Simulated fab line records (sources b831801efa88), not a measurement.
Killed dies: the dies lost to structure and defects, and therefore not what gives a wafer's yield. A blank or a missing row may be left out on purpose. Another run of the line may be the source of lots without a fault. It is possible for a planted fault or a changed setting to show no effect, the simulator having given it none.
What tool caused it? || flow sky130 || 42 wafers from 14 lots sampled at 5 of the route's 708 steps

## WHAT THE GAUGES SHOWED, per wafer
SKY_FIELD_ISO_THK_MEAS_02. Usual: for FIELD_ISO_OXIDATION_00_THK the level is 12.08 nm and the standard deviation is 0.25.
{"lot": "L811", "measured": "day 1 11:40", "on": "film-metro-03", "FIELD_ISO_OXIDATION_00_THK (nm)": "12.12 12.34 12.32", "flag": ""}
{"lot": "L812", "measured": "day 1 17:49", "on": "film-metro-03", "FIELD_ISO_OXIDATION_00_THK (nm)": "11.90 11.92 11.93", "flag": ""}
{"lot": "L814", "measured": "day 2 04:27", "on": "film-metro-03", "FIELD_ISO_OXIDATION_00_THK (nm)": "12.22 12.11 12.13", "flag": ""}
{"lot": "L818", "measured": "day 2 23:17", "on": "film-metro-04", "FIELD_ISO_OXIDATION_00_THK (nm)": "11.82 11.78 11.81", "flag": ""}
{"lot": "L820", "measured": "day 3 09:08", "on": "film-metro-04", "FIELD_ISO_OXIDATION_00_THK (nm)": "11.95 11.90 11.89", "flag": ""}
{"lot": "L823", "measured": "day 4 00:11", "on": "film-metro-03", "FIELD_ISO_OXIDATION_00_THK (nm)": "12.33 12.31 12.19", "flag": ""}
{"lot": "L824", "measured": "day 4 04:44", "on": "film-metro-04", "FIELD_ISO_OXIDATION_00_THK (nm)": "11.90 11.86 11.90", "flag": ""}
{"lot": "L825", "measured": "day 4 09:38", "on": "film-metro-01", "FIELD_ISO_OXIDATION_00_THK (nm)": "12.00 12.33 12.11", "flag": ""}
{"lot": "L826", "measured": "day 4 16:56", "on": "film-metro-03", "FIELD_ISO_OXIDATION_00_THK (nm)": "11.72 11.94 11.89", "flag": ""}
{"lot": "L827", "measured": "day 4 19:38", "on": "film-metro-03", "FIELD_ISO_OXIDATION_00_THK (nm)": "12.18 12.18 12.10", "flag": ""}
{"lot": "L828", "measured": "day 5 02:45", "on": "film-metro-04", "FIELD_ISO_OXIDATION_00_THK (nm)": "12.04 11.82 11.67", "flag": ""}
{"lot": "L829", "measured": "day 5 06:13", "on": "film-metro-04", "FIELD_ISO_OXIDATION_00_THK (nm)": "12.40 12.40 12.39", "flag": ""}
{"lot": "L830", "measured": "day 5 10:58", "on": "film-metro-04", "FIELD_ISO_OXIDATION_00_THK (nm)": "11.90 12.02 11.97", "flag": ""}
{"lot": "L831", "measured": "day 5 17:10", "on": "film-metro-01", "FIELD_ISO_OXIDATION_00_THK (nm)": "12.52 12.45 12.34", "flag": ""}

SKY_FIELD_ISO_THK_MEAS_23. Usual: for FIELD_ISO_OXIDATION_01_THK the level is 10.09 nm and the standard deviation is 0.2.
{"lot": "L811", "measured": "day 2 05:42", "on": "film-metro-04", "FIELD_ISO_OXIDATION_01_THK (nm)": "10.33 10.40 10.36", "flag": ""}
{"lot": "L812", "measured": "day 2 12:24", "on": "film-metro-03", "FIELD_ISO_OXIDATION_01_THK (nm)": "10.17 10.28 10.15", "flag": ""}
{"lot": "L814", "measured": "day 3 00:40", "on": "film-metro-03", "FIELD_ISO_OXIDATION_01_THK (nm)": "10.25 10.25 10.29", "flag": ""}
{"lot": "L818", "measured": "day 3 19:56", "on": "film-metro-04", "FIELD_ISO_OXIDATION_01_THK (nm)": "10.27 10.27 10.24", "flag": ""}
{"lot": "L820", "measured": "day 4 05:55", "on": "film-metro-03", "FIELD_ISO_OXIDATION_01_THK (nm)": "10.10 10.06 9.96", "flag": ""}
{"lot": "L823", "measured": "day 4 23:51", "on": "film-metro-03", "FIELD_ISO_OXIDATION_01_THK (nm)": "9.65 9.74 9.82", "flag": ""}
{"lot": "L824", "measured": "day 5 04:42", "on": "film-metro-03", "FIELD_ISO_OXIDATION_01_THK (nm)": "10.28 10.33 10.22", "flag": ""}
{"lot": "L825", "measured": "day 5 08:04", "on": "film-metro-03", "FIELD_ISO_OXIDATION_01_THK (nm)": "10.18 10.10 10.18", "flag": ""}
{"lot": "L826", "measured": "day 5 14:13", "on": "film-metro-03", "FIELD_ISO_OXIDATION_01_THK (nm)": "9.90 9.89 9.91", "flag": ""}
{"lot": "L827", "measured": "day 5 18:22", "on": "film-metro-03", "FIELD_ISO_OXIDATION_01_THK (nm)": "10.07 9.96 10.00", "flag": ""}
{"lot": "L828", "measured": "day 6 00:47", "on": "film-metro-01", "FIELD_ISO_OXIDATION_01_THK (nm)": "10.42 10.11 10.25", "flag": ""}
{"lot": "L829", "measured": "day 6 04:59", "on": "film-metro-01", "FIELD_ISO_OXIDATION_01_THK (nm)": "10.38 10.19 10.31", "flag": ""}
{"lot": "L830", "measured": "day 6 14:25", "on": "film-metro-01", "FIELD_ISO_OXIDATION_01_THK (nm)": "9.79 9.71 9.67", "flag": ""}
{"lot": "L831", "measured": "day 6 15:37", "on": "film-metro-03", "FIELD_ISO_OXIDATION_01_THK (nm)": "10.15 10.06 10.10", "flag": ""}

SKY_DNWELL_TW_MEAS_09. Usual: for DNWELL_TW the level is 1110 and the standard deviation is 5.8.
{"lot": "L811", "measured": "day 3 02:03", "on": "film-metro-02", "DNWELL_TW": "1108 1103 1105", "flag": ""}
{"lot": "L812", "measured": "day 3 08:01", "on": "film-metro-03", "DNWELL_TW": "1109 1106 1109", "flag": ""}
{"lot": "L814", "measured": "day 3 22:13", "on": "film-metro-03", "DNWELL_TW": "1108 1113 1110", "flag": ""}
{"lot": "L818", "measured": "day 4 17:56", "on": "film-metro-02", "DNWELL_TW": "1113 1110 1115", "flag": ""}
{"lot": "L820", "measured": "day 5 04:28", "on": "film-metro-02", "DNWELL_TW": "1111 1109 1113", "flag": ""}
{"lot": "L823", "measured": "day 5 23:24", "on": "film-metro-02", "DNWELL_TW": "1108 1111 1106", "flag": ""}
{"lot": "L824", "measured": "day 6 03:22", "on": "film-metro-03", "DNWELL_TW": "1109 1104 1113", "flag": ""}
{"lot": "L825", "measured": "day 6 07:17", "on": "film-metro-04", "DNWELL_TW": "1394 1392 1389", "flag": "OFF"}
{"lot": "L826", "measured": "day 6 14:43", "on": "film-metro-03", "DNWELL_TW": "1111 1115 1109", "flag": ""}
{"lot": "L827", "measured": "day 6 18:07", "on": "film-metro-02", "DNWELL_TW": "1110 1105 1106", "flag": ""}
{"lot": "L828", "measured": "day 7 00:58", "on": "film-metro-03", "DNWELL_TW": "1111 1102 1114", "flag": ""}
{"lot": "L829", "measured": "day 7 08:50", "on": "film-metro-02", "DNWELL_TW": "1112 1114 1120", "flag": ""}
{"lot": "L830", "measured": "day 7 16:38", "on": "film-metro-02", "DNWELL_TW": "1395 1383 1386", "flag": "OFF"}
{"lot": "L831", "measured": "day 7 18:09", "on": "film-metro-02", "DNWELL_TW": "1379 1378 1371", "flag": "OFF"}

SKY_NWELL_OVL_MEAS_10. Usual: for NWELL_00_OVL the level is -0.2 nm and the standard deviation is 1.5.
{"lot": "L811", "measured": "day 4 10:51", "on": "overlay-02", "NWELL_00_OVL (nm)": "1.4 1.6 1.1", "flag": ""}
{"lot": "L812", "measured": "day 4 16:41", "on": "overlay-02", "NWELL_00_OVL (nm)": "-1.2 -3.5 -1.1", "flag": ""}
{"lot": "L814", "measured": "day 5 06:50", "on": "overlay-01", "NWELL_00_OVL (nm)": "0.0 0.4 -0.2", "flag": ""}
{"lot": "L818", "measured": "day 6 06:08", "on": "overlay-01", "NWELL_00_OVL (nm)": "-2.7 -1.1 -2.1", "flag": ""}
{"lot": "L820", "measured": "day 6 16:17", "on": "overlay-02", "NWELL_00_OVL (nm)": "1.9 2.1 0.6", "flag": ""}
{"lot": "L823", "measured": "day 7 13:10", "on": "overlay-02", "NWELL_00_OVL (nm)": "-0.3 -0.7 0.7", "flag": ""}
{"lot": "L824", "measured": "day 7 16:32", "on": "overlay-02", "NWELL_00_OVL (nm)": "-0.8 -0.2 0.4", "flag": ""}
{"lot": "L825", "measured": "day 7 21:26", "on": "overlay-02", "NWELL_00_OVL (nm)": "-2.1 -2.5 -1.5", "flag": ""}
{"lot": "L826", "measured": "day 8 05:23", "on": "overlay-01", "NWELL_00_OVL (nm)": "1.4 2.1 2.3", "flag": ""}
{"lot": "L827", "measured": "day 8 09:28", "on": "overlay-01", "NWELL_00_OVL (nm)": "-0.2 0.0 0.7", "flag": ""}
{"lot": "L828", "measured": "day 8 17:07", "on": "overlay-02", "NWELL_00_OVL (nm)": "0.7 1.0 0.1", "flag": ""}
{"lot": "L829", "measured": "day 9 00:42", "on": "overlay-02", "NWELL_00_OVL (nm)": "-2.7 -2.2 0.0", "flag": ""}
{"lot": "L830", "measured": "day 9 08:47", "on": "overlay-01", "NWELL_00_OVL (nm)": "1.0 -0.5 -0.9", "flag": ""}
{"lot": "L831", "measured": "day 9 10:44", "on": "overlay-01", "NWELL_00_OVL (nm)": "-0.6 -0.3 0.6", "flag": ""}

## WHICH TOOL RAN EACH LOT (tool, then ch and the chambers of the sampled wafers, then the start)
{"lot": "L811", "SKY_DNWELL_IMPLANT_07": "implanter-03 ch 0, day 3 01:51"}
{"lot": "L812", "SKY_DNWELL_IMPLANT_07": "implanter-01 ch 0, day 3 07:47"}
{"lot": "L814", "SKY_DNWELL_IMPLANT_07": "implanter-02 ch 0, day 3 21:59"}
{"lot": "L818", "SKY_DNWELL_IMPLANT_07": "implanter-02 ch 0, day 4 17:41"}
{"lot": "L820", "SKY_DNWELL_IMPLANT_07": "implanter-03 ch 0, day 5 04:14"}
{"lot": "L823", "SKY_DNWELL_IMPLANT_07": "implanter-02 ch 0, day 5 23:10"}
{"lot": "L824", "SKY_DNWELL_IMPLANT_07": "implanter-01 ch 0, day 6 03:08"}
{"lot": "L825", "SKY_DNWELL_IMPLANT_07": "implanter-03 ch 0, day 6 06:37"}
{"lot": "L826", "SKY_DNWELL_IMPLANT_07": "implanter-01 ch 0, day 6 14:29"}
{"lot": "L827", "SKY_DNWELL_IMPLANT_07": "implanter-02 ch 0, day 6 17:52"}
{"lot": "L828", "SKY_DNWELL_IMPLANT_07": "implanter-03 ch 0, day 7 00:44"}
{"lot": "L829", "SKY_DNWELL_IMPLANT_07": "implanter-02 ch 0, day 7 08:37"}
{"lot": "L830", "SKY_DNWELL_IMPLANT_07": "implanter-02 ch 0, day 7 16:04"}
{"lot": "L831", "SKY_DNWELL_IMPLANT_07": "implanter-02 ch 0, day 7 17:37"}
- SKY_DNWELL_IMPLANT_07

## AS READ BY THE TOOLS THEMSELVES (means over the sampled wafers that have a number; for cases with no such wafer, the mark the record gives instead)
The record holds no such reading with a usual standard deviation.

## THE ANSWER, worked out from the rows above alone
Rule: lot off if the mean of its wafers having a number is beyond 3 standard deviations from the usual mean. A lot without any number at a reading at which 4 lots or more have one is off too. The other lots that the step has rows for count as sound. The gauges are gone through in route order, then the tools' own readings, and for those a lot's mean is taken as printed above. The first step at which some lot is off is used, and at that step the reading that is off furthest; a lot without a number counts as furthest.
Off: L825, L830, L831, at SKY_DNWELL_TW_MEAS_09 (DNWELL_TW).
If a tool, at a process step before that reading, ran all the lots that are off and no sound lot after the first of them, it fits. Gauges at SKY_DNWELL_TW_MEAS_09: tried the same way as those tools. No candidate that was tried fits.

## WHAT THE SIMULATOR PUT IN
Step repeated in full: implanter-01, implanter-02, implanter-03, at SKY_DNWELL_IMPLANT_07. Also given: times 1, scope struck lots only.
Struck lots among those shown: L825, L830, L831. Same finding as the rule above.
